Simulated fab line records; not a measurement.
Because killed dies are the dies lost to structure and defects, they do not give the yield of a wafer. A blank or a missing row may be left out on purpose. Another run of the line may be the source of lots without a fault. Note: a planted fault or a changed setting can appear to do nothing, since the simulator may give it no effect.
Check of tool commonality | flow sky130 | Sample size 13 lots and 39 wafers

REASON FOR OPENING
2 of 13 lots carry a flag on the reading VT_ADJUST_LVTN_2_TW at SKY_VT_ADJUST_LVTN_TW_MEAS_21. Wafers without a fault read 187.1, standard deviation 1.8.
Rule: a lot is flagged when every wafer of it that has a number lies more than 4 standard deviations from that mean, or none has a number. The rest of the lots are taken to be sound.

lot  | measured     | on           | VT_ADJUST_LVTN_2_TW, wafer by wafer | flag
L291 | day 8 23:56  | filmMetro-02 | 187.1 186.7 186.4                   | 
L292 | day 9 11:57  | filmMetro-02 | 187.4 186.3 186.8                   | 
L296 | day 10 08:38 | filmMetro-02 | 203.5 203.1 202.3                   | FLAGGED
L297 | day 10 14:09 | filmMetro-02 | 202.5 202.8 202.9                   | FLAGGED
L301 | day 11 14:51 | filmMetro-04 | 184.8 184.6 186.1                   | 
L302 | day 11 23:46 | filmMetro-03 | 189.2 190.1 189.9                   | 
L303 | day 12 03:47 | filmMetro-04 | 186.7 186.4 186.0                   | 
L305 | day 12 16:26 | filmMetro-02 | 188.0 188.0 187.8                   | 
L306 | day 13 00:03 | filmMetro-03 | 188.9 190.5 189.3                   | 
L307 | day 13 04:50 | filmMetro-04 | 185.2 185.1 184.8                   | 
L308 | day 13 14:42 | filmMetro-03 | 189.4 190.5 189.9                   | 
L309 | day 13 20:09 | filmMetro-04 | 185.7 184.7 185.7                   | 
L310 | day 14 04:43 | filmMetro-03 | 189.9 189.8 189.3                   | 
The numbers of the flagged lots are 202.8 on average: +15.8 against the usual, or +9 standard deviations.

LOT BY LOT: THE TOOL USED
The record keeps 1 process step preceding the reading, out of 708 steps on the route. Cell contents, in order: the tool; ch with the chambers the sampled wafers went through; the start.
lot  | flag    | SKY_VT_ADJUST_LVTN_IMPLANT_19
L291 |         | implanter-03 ch 0, day 8 23:43
L292 |         | implanter-01 ch 0, day 9 11:43
L296 | FLAGGED | implanter-03 ch 0, day 10 08:25
L297 | FLAGGED | implanter-03 ch 0, day 10 13:54
L301 |         | implanter-01 ch 0, day 11 14:37
L302 |         | implanter-04 ch 0, day 11 23:32
L303 |         | implanter-04 ch 0, day 12 03:32
L305 |         | implanter-04 ch 0, day 12 16:11
L306 |         | implanter-04 ch 0, day 12 23:48
L307 |         | implanter-01 ch 0, day 13 04:35
L308 |         | implanter-01 ch 0, day 13 14:28
L309 |         | implanter-03 ch 0, day 13 19:54
L310 |         | implanter-01 ch 0, day 14 04:31
These steps, and what they do:
- SKY_VT_ADJUST_LVTN_IMPLANT_19
- SKY_VT_ADJUST_LVTN_TW_MEAS_21

FLAGGED OVER TOTAL, TOOL BY TOOL (the gauges that took the reading come last)
step                          | tool         | lots run | flagged | share of the flagged lots | sound lots run after its first flagged lot
SKY_VT_ADJUST_LVTN_IMPLANT_19 | implanter-01 | 5        | 0       | none                      | -
SKY_VT_ADJUST_LVTN_IMPLANT_19 | implanter-03 | 4        | 2       | all                       | 1 (L309)
SKY_VT_ADJUST_LVTN_IMPLANT_19 | implanter-04 | 4        | 0       | none                      | -
SKY_VT_ADJUST_LVTN_TW_MEAS_21 | filmMetro-02 | 5        | 2       | all                       | 1 (L305)
SKY_VT_ADJUST_LVTN_TW_MEAS_21 | filmMetro-03 | 4        | 0       | none                      | -
SKY_VT_ADJUST_LVTN_TW_MEAS_21 | filmMetro-04 | 4        | 0       | none                      | -

WHAT IS ALLOWED BY THE TABLE
Table rows that saw every flagged lot: 2, namely implanter-03 at SKY_VT_ADJUST_LVTN_IMPLANT_19 and filmMetro-02 at SKY_VT_ADJUST_LVTN_TW_MEAS_21.
- implanter-03 at SKY_VT_ADJUST_LVTN_IMPLANT_19: 2 of its 4 lots flagged. After the first flagged lot (L309), sound lots still ran on it; a lasting fault on the whole tool would not permit that. Its own readings (doseIonsCm2, faradayCurrentUA) fall more than 4 standard deviations out on all wafers of the flagged lots.
- filmMetro-02 at SKY_VT_ADJUST_LVTN_TW_MEAS_21: 2 of its 5 lots flagged. After the first flagged lot (L305), sound lots still ran on it; a lasting fault on the whole tool would not permit that.
Every row of the table either missed a flagged lot or ran a sound lot after the first.

WHAT THE SIMULATOR HAD INSERTED
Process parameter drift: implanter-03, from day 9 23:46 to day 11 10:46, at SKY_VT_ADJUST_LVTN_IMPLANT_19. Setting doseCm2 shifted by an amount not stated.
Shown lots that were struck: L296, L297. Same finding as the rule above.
